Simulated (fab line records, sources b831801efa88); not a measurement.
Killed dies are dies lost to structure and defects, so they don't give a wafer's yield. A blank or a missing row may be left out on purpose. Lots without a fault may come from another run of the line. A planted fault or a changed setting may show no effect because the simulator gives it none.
One fault seen from 2 desks | flow gf180mcu | each desk has only its own numbers; what lay behind them comes last

THE METROLOGY DESK
What the gauges read, lot by lot, whatever tool the lot ran on: means of the sampled wafers that have a number. A lot is out of limits, marked OUT, if its mean lies more than 4 standard deviations from the usual mean; the brackets give that distance.
Columns: A = M1_OVL at GF_M1_OVL_MEAS_15, usual 4 nm
lot  | first seen here | A
L602 | day 16 21:50    | -3
L603 | day 17 12:40    | 4
L604 | day 17 16:53    | 7
L605 | day 18 02:28    | 1
L606 | day 18 17:40    | 8
L607 | day 19 06:16    | 1
L608 | day 19 11:14    | -7
L609 | day 19 15:32    | 7
L613 | day 21 05:02    | 1
L616 | day 22 11:07    | -5
L623 | day 24 09:41    | 8
L624 | day 25 01:24    | -2
L625 | day 25 13:52    | 3
This desk's finding: nothing out of limits on any of the 13 lots.

THE TOOL OWNER'S DESK: cmp-02
The tool's own readings at GF_CONTACT_CMP_27 (polishes, stops on SiO2, t overpolish 15 s, target thk 0 nm): means of the sampled wafers that have a number, for each lot that ran on this tool. A lot is out of limits, marked OUT, if its mean lies more than 4 standard deviations from the usual mean; the brackets give that distance.
Columns: A = motor_current_A at GF_CONTACT_CMP_27, usual 11.0 A; B = overpolish_run_s at GF_CONTACT_CMP_27, usual 15.000 s; C = time_to_endpoint_s at GF_CONTACT_CMP_27, usual 72.9 s
lot  | first seen here | A    | B      | C
L602 | day 15 23:13    | 11.5 | 15.005 | 71.1
L603 | day 16 14:14    | 11.0 | 15.006 | 72.2
L604 | day 16 17:56    | 11.2 | 14.989 | 73.6
L606 | day 17 17:39    | 11.8 | 14.997 | 74.0
L608 | day 18 09:56    | 11.6 | 14.996 | 69.5
L613 | day 20 05:07    | 11.8 | 14.994 | 75.1
L616 | day 21 11:18    | 10.6 | 14.996 | 60.7 (-4.7) OUT
L625 | day 24 15:56    | 11.4 | 14.998 | 76.1
This desk's finding: out of limits on L616; first on L616, day 21 11:18 (time_to_endpoint_s at GF_CONTACT_CMP_27). In limits: L602, L603, L604, L606, L608, L613, L625.

PUT TOGETHER
The tool owner's desk could have raised an alarm at day 21 11:18, on L616.
The metrology desk saw nothing out of limits.
The metrology desk has L616 on record, within its limits.
Of the lots named, all ran GF_CONTACT_CMP_27 on cmp-02.

WHAT THE SIMULATOR HAD PUT IN
Process parameter drift: cmp-02, from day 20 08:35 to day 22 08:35, at GF_CONTACT_CMP_27. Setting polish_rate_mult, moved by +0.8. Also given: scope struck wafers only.
Lots struck among those shown: L616.
Hours from the fault's start to each desk's first reading out of limits: the tool owner's desk, 27.
